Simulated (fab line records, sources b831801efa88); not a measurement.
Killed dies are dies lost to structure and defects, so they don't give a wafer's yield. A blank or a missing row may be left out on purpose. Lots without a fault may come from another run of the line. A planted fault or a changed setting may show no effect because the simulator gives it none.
fab line records | flow sky130
record lots=15 wafers=45 last_day=50
route steps=708 shown PASSIVATION@683
lots that met no fault: from a run of the same line without faults
start_h: hours from the record's first day to the start of the lot's first wafer shown | wait_h: hours since the lot's step before | " the same as in the row above | L1.1+2: a row that stands for several wafers | - no value, or no start given | * or withheld: withheld | < > ~ a bound
route shown NAME@n: a module of which the file shows steps, and the number in the route of the first | usual: mean/standard deviation of fault-free wafers | same: alike in all rows | chamber/n: place in a boat | sites: the reading at each site | _std_site: their standard deviation | _edge_site: outer sites' mean less inner sites' | radius_mm: how far each site lies from the wafer's centre | mask NAME#n: copy n | behind: the tool/chamber that last shaped the wafer | hold: why the lot was held/for how many hours/how that ended | device: the transistor (n, p or np) that didn't switch | end of line: the same wafers' tests at the end of the route | a step without rows: its recipe alone | killed: dies lost to structure and defects at the first sort, not the wafer's yield | map: a wafer's dies, x killed, . not, _ none there
set.NAME: the setting as run; set.NAME@STEP: as run at that earlier step | model.NAME: the simulator's own value behind a step, which no gauge read
steps of the route over a sample of lots; a table a step, a row a wafer
services: from which hour (start_h, from the record's first day; less than 0 if before it) a tool's chamber was out of use, for how many hours, and why
## steps
# step SKY_PASSIVATION_CVD_02
# recipe material=Si3N4 target_thk_nm=540 temp_c=400 time_s=withheld rf_w=450
# usual heater_power_outer_w=398/77 heater_power_w=657/89
# columns lot.wafer tool chamber start_h wait_h heater_power_outer_w heater_power_w
L562.1 pecvd-04 0 1030.26 0.1 374 641
L562.2 " 1 " " 379 623
L562.3 " 2 " " 537 778
L563.1 pecvd-01 1 1034.73 0.1 421 703
L563.2 " 0 " " 319 549
L563.6 " 1 " " 419 718
L564.3 pecvd-04 0 1048.08 0.1 417 686
L564.4 " 2 " " 467 695
L564.5 " 2 " " 507 748
L565.2 pecvd-04 0 1050.20 0.0 385 644
L565.3 " 0 " " 405 701
L565.4 " 2 " " 543 801
L566.1 pecvd-03 0 1062.82 0.1 343 605
L566.3 " 1 " " 373 653
L566.6 " 1 " " 276 500
L569.2 pecvd-01 1 1073.51 0.0 390 647
L569.3 " 1 " " 404 664
L569.5 " 0 " " 320 545
L571.2 pecvd-03 2 1086.35 0.0 364 631
L571.3 " 1 " " 329 582
L571.5 " 0 " " 345 577
L572.2 pecvd-04 1 1087.68 0.0 332 549
L572.3 " 2 " " 477 696
L572.5 " 2 " " 509 765
L573.1 pecvd-01 1 1103.80 0.1 - -
L573.4 " 0 " " - -
L573.6 " 1 " " - -
L574.2 pecvd-01 1 1111.30 0.0 - -
L574.3 " 0 " " - -
L574.4 " 0 " " - -
L575.1 pecvd-03 0 1113.18 0.1 - -
L575.3 " 1 " " - -
L575.4 " 0 " " - -
L582.1 pecvd-01 1 1145.83 0.1 441 723
L582.3 " 2 " " 430 720
L582.6 " 1 " " 326 585
L583.1 pecvd-01 0 1155.16 0.1 287 511
L583.3 " 2 " " 449 722
L583.6 " 0 " " 306 530
L584.1 pecvd-01 0 1157.02 0.1 277 478
L584.4 " 0 " " 279 516
L584.6 " 1 " " 382 663
L585.1 pecvd-04 1 1161.62 0.1 337 563
L585.3 " 2 " " 564 805
L585.6 " 1 " " 374 612
## services
# columns tool chamber start_h hours kind
pecvd-04 - 1018.08 2.8 pm
pecvd-03 1 1042.26 5.0 scheduled_down
pecvd-04 1 1046.30 16.5 scheduled_down
pecvd-03 1 1050.56 5.5 scheduled_down
pecvd-01 2 1073.25 5.5 scheduled_down
pecvd-04 1 1076.93 5.5 scheduled_down
pecvd-04 0 1115.26 5.5 scheduled_down
pecvd-03 0 1115.82 2.2 repair
pecvd-03 2 1117.34 5.7 repair
pecvd-03 1 1120.79 2.2 repair
pecvd-04 0 1145.67 16.5 scheduled_down
pecvd-01 - 1148.19 0.7 repair
pecvd-04 - 1156.31 0.4 repair
## key
first_sign step=SKY_PASSIVATION_CVD_02 reading=tool_record direction=missing
effect none on later readings
met_at SKY_PASSIVATION_CVD_02
struck_lots L573,L574,L575
later_rows_left_out L573.1,L573.4,L573.6,L574.2,L574.3,L574.4,L575.1,L575.3,L575.4
sort_left_out L573.1,L573.4,L573.6,L574.2,L574.3,L574.4,L575.1,L575.3,L575.4
onset_between 1086.35 1103.80
fault kind=skipped_step_whole tool=pecvd-01,pecvd-03 chamber=- onset_h=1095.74 steps=SKY_PASSIVATION_CVD_02 scope=struck_lots_only
# sort_left_out: the simulated sort isn't trusted on such a fault, so these wafers' sort isn't shown, and their yield isn't known
# later_rows_left_out: the simulator's readings of these wafers behind a module that went badly wrong aren't trusted and aren't shown, but for the sort
